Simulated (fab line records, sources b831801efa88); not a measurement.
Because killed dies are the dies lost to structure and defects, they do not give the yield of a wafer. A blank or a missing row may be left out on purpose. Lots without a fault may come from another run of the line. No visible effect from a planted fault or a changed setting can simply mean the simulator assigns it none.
2 desks looking at one fault	flow sky130	what lay behind the numbers comes last; until then each desk has only its own

AT THE METROLOGY DESK
Lot by lot, what the gauges showed, no matter which tool ran the lot: averages of those sampled wafers that carry a number. Any lot whose mean is over 4 standard deviations away from the usual mean is out of limits and marked OUT; that distance is given in the brackets.
Columns: A = LDD_HVN_TW at SKY_LDD_HVN_TW_MEAS_10, usual 1437; B = SD_N_TW at SKY_SD_N_TW_MEAS_12, usual 3985; C = SD_N_RS at SKY_SD_N_RS_MEAS_16, usual 68.54 ohm/sq
lot	first seen here	A	B	C
L109	day 20 09:32	1454	4049	68.50
L111	day 20 23:59	1440	4001	68.74
L117	day 24 00:04	1449	3910	68.49
L118	day 24 11:38	1405	3875	78.60 (+77) OUT
L120	day 24 19:09	1406	3828	78.12 (+74) OUT
L124	day 25 22:32	1410	4028	68.57
L128	day 27 03:31	1438	3905	68.49
L129	day 27 19:02	1455	3907	68.43
L130	day 28 02:47	1453	3996	68.59
L132	day 28 20:01	1448	3966	68.55
This desk's finding: out of limits on L118, L120; first on L118, day 31 15:05 (SD_N_RS at SKY_SD_N_RS_MEAS_16). L109, L111, L117, L124, L128, L129, L130, L132 stayed within limits.

THE TOOL OWNER'S DESK: implanter-03
SKY_SD_N_IMPLANT_09, tool's own readings: per-lot mean of the sampled wafers with a number, covering each lot this tool ran. Any lot whose mean is over 4 standard deviations away from the usual mean is out of limits and marked OUT; that distance is given in the brackets.
Columns: A = beamOnS at SKY_SD_N_IMPLANT_09, usual 18.7 s; B = doseIonsCm2 at SKY_SD_N_IMPLANT_09, usual 4e+15; C = tiltDeg at SKY_SD_N_IMPLANT_09, usual -0.001 degrees
lot	first seen here	A	B	C
L109	day 27 23:14	19.7	4e+15	-0.015
L117	day 31 07:44	19.3	4e+15	-0.013
L118	day 31 14:23	10.0 (-9.2) OUT	2e+15 (-99 or more) OUT	0.003
L120	day 32 14:02	9.8 (-9.4) OUT	2e+15 (-99 or more) OUT	-0.025
L132	day 35 21:05	19.8	4e+15	0.017
Finding of this desk: L118, L120 out of limits; the first was L118 at day 31 14:23, on beamOnS at SKY_SD_N_IMPLANT_09. L109, L117, L132 stayed within limits.

TAKEN TOGETHER
At day 31 14:23, on L118, L120, the tool owner's desk was in a position to raise an alarm.
On L118, L120, the metrology desk was in a position to raise an alarm at day 31 15:05.
SKY_SD_N_IMPLANT_09 was run on implanter-03 by each of the lots named.

WHAT THE SIMULATOR PUT IN
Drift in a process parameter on implanter-03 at SKY_SD_N_IMPLANT_09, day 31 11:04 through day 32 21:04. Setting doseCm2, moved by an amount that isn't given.
Lots struck among those shown: L118, L120.
Time in hours from fault onset to the first out-of-limits reading at each desk: tool owner's desk 3, metrology desk 4.
